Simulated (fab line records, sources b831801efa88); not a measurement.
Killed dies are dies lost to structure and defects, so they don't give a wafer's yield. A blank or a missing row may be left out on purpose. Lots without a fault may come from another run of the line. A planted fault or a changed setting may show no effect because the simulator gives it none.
Which tool did it? | flow sky130 | 11 lots, 32 wafers sampled, at 5 steps of a route of 708

WHAT THE GAUGES READ, wafer by wafer
SKY_SONOS_TUNNEL_TW_MEAS_12. Usual: SONOS_TUNNEL_TW 197.1, standard deviation 1.7.
lot  | measured     | on            | SONOS_TUNNEL_TW   | flag
L887 | day 11 22:17 | film_metro-02 | 197.7 197.8 197.5 |
L888 | day 12 08:23 | film_metro-03 | 197.7 198.1 198.1 |
L889 | day 12 16:32 | film_metro-02 | 196.3 197.8 196.8 |
L890 | day 13 19:41 | film_metro-02 | 198.9 196.6 196.9 |
L891 | day 13 23:21 | film_metro-04 | 195.0 194.5 194.2 |
L893 | day 14 08:54 | film_metro-03 | 200.2 199.2 199.7 |
L896 | day 14 16:40 | film_metro-03 | 198.1 199.4 199.6 |
L897 | day 15 04:56 | film_metro-04 | 196.7 195.5 196.6 |
L898 | day 15 13:51 | film_metro-02 | 197.9 197.3 196.5 |
L905 | day 17 21:17 | film_metro-03 | 198.5 198.0       |
L908 | day 18 22:27 | film_metro-04 | 195.4 195.2 194.3 |

SKY_CAPM_THK_MEAS_01. Usual: CAPM_CVD_00_THK 15.47 nm, standard deviation 0.2.
lot  | measured     | on            | CAPM_CVD_00_THK (nm) | flag
L887 | day 37 05:24 | film_metro-03 | 15.62 15.63 15.92    |
L888 | day 37 11:58 | film_metro-04 | 15.09 15.43 15.57    |
L889 | day 37 17:04 | film_metro-04 | 15.25 15.52 15.74    |
L890 | day 38 18:43 | film_metro-03 | 15.32 15.35 15.60    |
L891 | day 38 23:17 | film_metro-01 | 15.65 15.63 15.74    |
L893 | day 39 12:22 | film_metro-04 | 15.20 15.46 15.29    |
L896 | day 39 15:23 | film_metro-04 | 15.53 15.61 15.59    |
L897 | day 40 02:35 | film_metro-04 | 15.21 15.56 15.55    |
L898 | day 40 10:08 | film_metro-04 | 15.08 15.02 15.57    |
L905 | day 42 10:30 | film_metro-01 | 15.51 21.47          | OFF
L908 | day 43 06:02 | film_metro-04 | 15.69 15.45 15.75    |

WHICH TOOL RAN EACH LOT (tool, then ch and the chambers of the sampled wafers, then the start)
lot  | SKY_PWDE_STRIP_09                   | SKY_POLY_GATE_ETCH_17            | SKY_CAPM_CVD_00
L887 | plasma_asher-04 ch 0,1, day 4 01:35 | rie_si-01 ch 0,1,3, day 17 04:11 | pecvd-03 ch 0,1,2, day 37 05:23
L888 | plasma_asher-04 ch 0,1, day 4 08:58 | rie_si-02 ch 0,1,2, day 17 11:35 | pecvd-01 ch 1,2, day 37 11:56
L889 | plasma_asher-02 ch 0, day 4 15:10   | rie_si-01 ch 0,2,3, day 17 20:10 | pecvd-03 ch 0,1,2, day 37 17:02
L890 | plasma_asher-01 ch 0,1, day 5 12:04 | rie_si-01 ch 1,2,3, day 19 01:26 | pecvd-03 ch 0,1, day 38 18:41
L891 | plasma_asher-02 ch 0,1, day 5 13:07 | rie_si-02 ch 0,1,2, day 19 06:47 | pecvd-03 ch 0,1,2, day 38 23:14
L893 | plasma_asher-04 ch 0,1, day 5 18:25 | rie_si-01 ch 0,1, day 19 22:07   | pecvd-04 ch 0,2, day 39 12:20
L896 | plasma_asher-01 ch 0,1, day 6 02:27 | rie_si-01 ch 1,2,3, day 20 02:11 | pecvd-03 ch 0,1, day 39 15:22
L897 | plasma_asher-04 ch 0,1, day 6 09:18 | rie_si-01 ch 1,2,3, day 20 15:20 | pecvd-04 ch 0,2, day 40 02:34
L898 | plasma_asher-04 ch 0,1, day 6 18:25 | rie_si-02 ch 0,1,2, day 21 02:49 | pecvd-01 ch 1,2, day 40 10:06
L905 | plasma_asher-01 ch 0, day 8 08:41   | rie_si-01 ch 0, day 23 15:20     | pecvd-03 ch 0,2, day 42 10:29
L908 | plasma_asher-04 ch 0,1, day 9 01:57 | rie_si-02 ch 0,2,3, day 24 14:46 | pecvd-01 ch 1,2, day 43 06:01
- SKY_PWDE_STRIP_09: strips in O2/N2.
- SKY_POLY_GATE_ETCH_17: etches poly-Si in HBr/Cl2, stops on SiO2, target depth 180 nm, time 70.5 s.
- SKY_CAPM_CVD_00: deposits SiO2, target thk 15.5 nm.

WHAT THE TOOLS THEMSELVES READ (means of the sampled wafers that have a number; where no wafer has one, the mark that the record gives instead)
SKY_PWDE_STRIP_09. Usual: chamber_pressure_mTorr 1499.9 mTorr, standard deviation 1.3; drypump_motor_current_A 5.5 A, standard deviation 0.44; n2_flow_sccm 300.0 sccm, standard deviation 0.86; oes_product_au 0.723 a.u., standard deviation 0.0043; strip_time_to_endpoint_s 36.91 s, standard deviation 0.12.
lot  | tool            | chamber_pressure_mTorr (mTorr) | drypump_motor_current_A (A) | n2_flow_sccm (sccm) | oes_product_au (a.u.) | strip_time_to_endpoint_s (s) | flag
L887 | plasma_asher-04 | 1499.9                         | 5.3                         | 299.4               | 0.721                 | 36.89                        |
L888 | plasma_asher-04 | 1501.0                         | 5.6                         | 299.9               | 0.727                 | 36.86                        |
L889 | plasma_asher-02 | 1500.5                         | 5.1                         | 300.7               | 0.723                 | 36.97                        |
L890 | plasma_asher-01 | 1498.8                         | 5.4                         | 299.5               | 0.722                 | 36.87                        |
L891 | plasma_asher-02 | 1500.3                         | 5.5                         | 299.5               | 0.720                 | 36.90                        |
L893 | plasma_asher-04 | 1500.7                         | 5.3                         | 300.6               | 0.726                 | 36.99                        |
L896 | plasma_asher-01 | 1499.5                         | 5.7                         | 300.5               | 0.724                 | 36.97                        |
L897 | plasma_asher-04 | 1499.2                         | 5.6                         | 300.5               | 0.726                 | 36.78                        |
L898 | plasma_asher-04 | 1500.2                         | 5.6                         | 299.8               | 0.724                 | 36.97                        |
L905 | plasma_asher-01 | 1499.8                         | 6.1                         | 300.0               | 0.724                 | 37.05                        |
L908 | plasma_asher-04 | 1501.6                         | 5.3                         | 300.2               | 0.723                 | 36.89                        |

SKY_POLY_GATE_ETCH_17. Usual: chamber_pressure_mTorr 9.999 mTorr, standard deviation 0.0095; drypump_motor_current_A 5.8 A, standard deviation 0.42; oes_product_au 0.985 a.u., standard deviation 0.0078; throttle_valve_pct 33.684 %, standard deviation 0.0097.
lot  | tool      | chamber_pressure_mTorr (mTorr) | drypump_motor_current_A (A) | oes_product_au (a.u.) | throttle_valve_pct (%) | flag
L887 | rie_si-01 | 9.996                          | 6.1                         | 0.984                 | 33.684                 |
L888 | rie_si-02 | 9.991                          | 5.5                         | 0.976                 | 33.685                 |
L889 | rie_si-01 | 10.000                         | 6.2                         | 0.974                 | 33.687                 |
L890 | rie_si-01 | 10.000                         | 6.3                         | 0.986                 | 33.680                 |
L891 | rie_si-02 | 10.007                         | 5.5                         | 0.985                 | 33.692                 |
L893 | rie_si-01 | 9.997                          | 6.0                         | 0.984                 | 33.678                 |
L896 | rie_si-01 | 9.989                          | 6.3                         | 0.979                 | 33.679                 |
L897 | rie_si-01 | 10.005                         | 6.3                         | 0.974                 | 33.684                 |
L898 | rie_si-02 | 9.996                          | 5.5                         | 0.987                 | 33.685                 |
L905 | rie_si-01 | 10.014                         | 5.8                         | 0.996                 | 33.684                 |
L908 | rie_si-02 | 10.006                         | 5.4                         | 0.980                 | 33.680                 |

SKY_CAPM_CVD_00. Usual: heater_power_w 706 W, standard deviation 96.
lot  | tool     | heater_power_w (W) | flag
L887 | pecvd-03 | 645                |
L888 | pecvd-01 | 832                |
L889 | pecvd-03 | 657                |
L890 | pecvd-03 | 622                |
L891 | pecvd-03 | 634                |
L893 | pecvd-04 | 700                |
L896 | pecvd-03 | 700                |
L897 | pecvd-04 | 669                |
L898 | pecvd-01 | 854                |
L905 | pecvd-03 | 772                |
L908 | pecvd-01 | 791                |

THE ANSWER, worked out from the rows above alone
Rule: a lot is off if the mean of its wafers that have a number lies more than 3 standard deviations from the usual mean. A lot without any number at a reading at which 4 lots or more have one is off too. The other lots that the step has rows for count as sound. The gauges are gone through in route order, then the tools' own readings, and for those a lot's mean is taken as printed above. The first step at which some lot is off is used, and at that step the reading that is off furthest; a lot without a number counts as furthest.
Off: L905, at SKY_CAPM_THK_MEAS_01 (CAPM_CVD_00_THK).
A tool fits if, at a process step before that reading, it ran every lot that is off, and no sound lot after the first of them. The gauges at SKY_CAPM_THK_MEAS_01 are tried like those tools. Can't be told from this: 4 tools fit, plasma_asher-01 at SKY_PWDE_STRIP_09, rie_si-01 at SKY_POLY_GATE_ETCH_17, pecvd-03 at SKY_CAPM_CVD_00, film_metro-01 at SKY_CAPM_THK_MEAS_01.

WHAT THE SIMULATOR HAD PUT IN
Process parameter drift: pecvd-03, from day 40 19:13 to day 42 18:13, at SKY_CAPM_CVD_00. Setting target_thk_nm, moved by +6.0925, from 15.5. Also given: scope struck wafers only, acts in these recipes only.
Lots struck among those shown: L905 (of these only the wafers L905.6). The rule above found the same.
